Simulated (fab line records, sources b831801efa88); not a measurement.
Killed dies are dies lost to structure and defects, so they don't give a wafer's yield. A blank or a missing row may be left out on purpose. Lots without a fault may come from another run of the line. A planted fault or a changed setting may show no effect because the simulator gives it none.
One fault seen from 2 desks | flow sky130 | each desk has only its own numbers; what lay behind them comes last

THE METROLOGY DESK
What the gauges read, lot by lot, whatever tool the lot ran on: means of the sampled wafers that have a number. A lot is out of limits, marked OUT, if its mean lies more than 4 standard deviations from the usual mean; the brackets give that distance.
Columns: A = SONOS_ONO_CVD_02_THK at SKY_SONOS_ONO_THK_MEAS_03, usual 10.53 nm
lot  | first seen here | A
L698 | day 11 17:08    | 10.47
L700 | day 12 07:33    | 10.37
L699 | day 12 07:34    | 10.63
L701 | day 12 15:31    | 10.50
L702 | day 12 21:49    | 11.18 (+6.5) OUT
L703 | day 13 04:17    | 11.11 (+5.8) OUT
L712 | day 16 02:07    | 10.63
L713 | day 16 11:56    | 10.49
L714 | day 16 19:32    | 10.60
L715 | day 17 03:25    | 10.62
L718 | day 18 02:05    | 10.57
L719 | day 18 10:32    | 10.54
L720 | day 19 00:01    | 10.35
L721 | day 19 07:29    | 10.52
This desk's finding: out of limits on L702, L703; first on L702, day 12 21:49 (SONOS_ONO_CVD_02_THK at SKY_SONOS_ONO_THK_MEAS_03). In limits: L698, L700, L699, L701, L712, L713, L714, L715, L718, L719, L720, L721.

THE TOOL OWNER'S DESK: lpcvd-02
The tool's own readings at SKY_SONOS_ONO_CVD_02 (deposits Si3N4 from DCS/NH3, target thk 10.5 nm, time 180 s): means of the sampled wafers that have a number, for each lot that ran on this tool. A lot is out of limits, marked OUT, if its mean lies more than 4 standard deviations from the usual mean; the brackets give that distance.
Columns: A = pressure_mtorr at SKY_SONOS_ONO_CVD_02, usual 250.1 mTorr; B = spike_tc_upper_C at SKY_SONOS_ONO_CVD_02, usual 770.8 C
lot  | first seen here | A                       | B
L698 | day 11 16:05    | 249.8                   | 770.7
L699 | day 12 06:30    | 249.8                   | 769.3
L700 | day 12 06:30    | 250.0                   | 770.3
L701 | day 12 14:28    | 249.5                   | 770.3
L702 | day 12 20:46    | 300.3 (+99 or more) OUT | 771.7
L703 | day 13 03:13    | 300.6 (+99 or more) OUT | 771.7
L712 | day 16 01:04    | 249.7                   | 770.2
L713 | day 16 10:52    | 250.0                   | 770.8
L714 | day 16 18:29    | 250.1                   | 771.1
L715 | day 17 01:50    | 249.9                   | 770.8
L718 | day 18 01:02    | 250.2                   | 770.6
L719 | day 18 09:29    | 249.7                   | 770.3
L720 | day 18 22:24    | 250.2                   | 770.3
L721 | day 19 05:55    | 249.7                   | 770.9
This desk's finding: out of limits on L702, L703; first on L702, day 12 20:46 (pressure_mtorr at SKY_SONOS_ONO_CVD_02). In limits: L698, L699, L700, L701, L712, L713, L714, L715, L718, L719, L720, L721.

PUT TOGETHER
The tool owner's desk could have raised an alarm at day 12 20:46, on L702, L703.
The metrology desk could have raised an alarm at day 12 21:49, on L702, L703.
Of the lots named, all ran SKY_SONOS_ONO_CVD_02 on lpcvd-02.

WHAT THE SIMULATOR HAD PUT IN
Process parameter drift: lpcvd-02, from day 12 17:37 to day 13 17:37, at SKY_SONOS_ONO_CVD_02. Setting pressure_mtorr, moved by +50, from 250. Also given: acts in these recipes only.
Lots struck among those shown: L702, L703.
Hours from the fault's start to each desk's first reading out of limits: the tool owner's desk, 3; the metrology desk, 4.
